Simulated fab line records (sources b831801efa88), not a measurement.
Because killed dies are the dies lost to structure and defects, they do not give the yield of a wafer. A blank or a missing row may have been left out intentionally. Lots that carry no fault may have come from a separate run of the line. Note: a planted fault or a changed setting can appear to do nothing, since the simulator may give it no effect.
2 desks looking at one fault :: flow sky130 :: every desk sees just its own numbers, and what lay behind them comes last

== AT THE TOOL OWNER'S DESK: pvd_sputter-01 ==
The tool's own readings at SKY_LI_CONTACT_SPUTTER_19 (material Ti, target thk 20 nm, time 106.37 s): means of the sampled wafers that have a number, for each lot that ran on this tool. A lot is out of limits, marked OUT, if its mean lies more than 4 standard deviations from the usual mean; the brackets give that distance.
Columns: A = cathode_dc_power_W at SKY_LI_CONTACT_SPUTTER_19, usual 2500.1 W; B = chamber_pressure_pa at SKY_LI_CONTACT_SPUTTER_19, usual 5.001 Pa; C = throttle_valve_pct at SKY_LI_CONTACT_SPUTTER_19, usual 30.3 %
lot: L977
first seen here: day 30 04:44
A: 2500.3
B: 5.002
C: 30.1

lot: L978
first seen here: day 30 14:22
A: 2500.1
B: 4.999
C: 30.4

lot: L980
first seen here: day 31 08:41
A: 2500.0
B: 4.999
C: 30.1
Result from this desk: across the 3 lots, nothing is out of limits.

== METROLOGY DESK ==
Means of the sampled wafers that have a number, per lot and without regard to the tool the lot ran on: this is what the gauges read. A lot is out of limits, marked OUT, if its mean lies more than 4 standard deviations from the usual mean; the brackets give that distance.
Columns: A = cd_nm at SKY_SONOS_ONO_CD_MEAS_13, usual 409.6 nm; B = METAL1_ALCU_THK at SKY_METAL1_THK_MEAS_06, usual 251 nm
lot: L974
first seen here: day 12 12:05
A: 412.5
B: 247

lot: L975
first seen here: day 12 21:23
A: 407.8
B: 249

lot: L976
first seen here: day 13 07:19
A: 410.7
B: 251

lot: L977
first seen here: day 13 14:53
A: 406.9
B: 256

lot: L978
first seen here: day 14 01:22
A: 410.7
B: 252

lot: L979
first seen here: day 14 12:05
A: 409.4
B: 252

lot: L980
first seen here: day 14 19:32
A: 407.2
B: 249

lot: L981
first seen here: day 15 04:29
A: 410.1
B: 249

lot: L985
first seen here: day 16 11:29
A: 414.2
B: -

lot: L986
first seen here: day 17 00:12
A: 415.7
B: -

lot: L994
first seen here: day 19 17:17
A: 409.6
B: 249

lot: L996
first seen here: day 20 08:39
A: 407.9
B: 253

lot: L997
first seen here: day 20 15:55
A: 410.1
B: 253
Result from this desk: across the 13 lots, nothing is out of limits.

== PUT TOGETHER ==
The desk of the tool owner found nothing out of limits.
Metrology desk: nothing out of limits seen.

== WHAT HAD BEEN PUT IN BY THE SIMULATOR ==
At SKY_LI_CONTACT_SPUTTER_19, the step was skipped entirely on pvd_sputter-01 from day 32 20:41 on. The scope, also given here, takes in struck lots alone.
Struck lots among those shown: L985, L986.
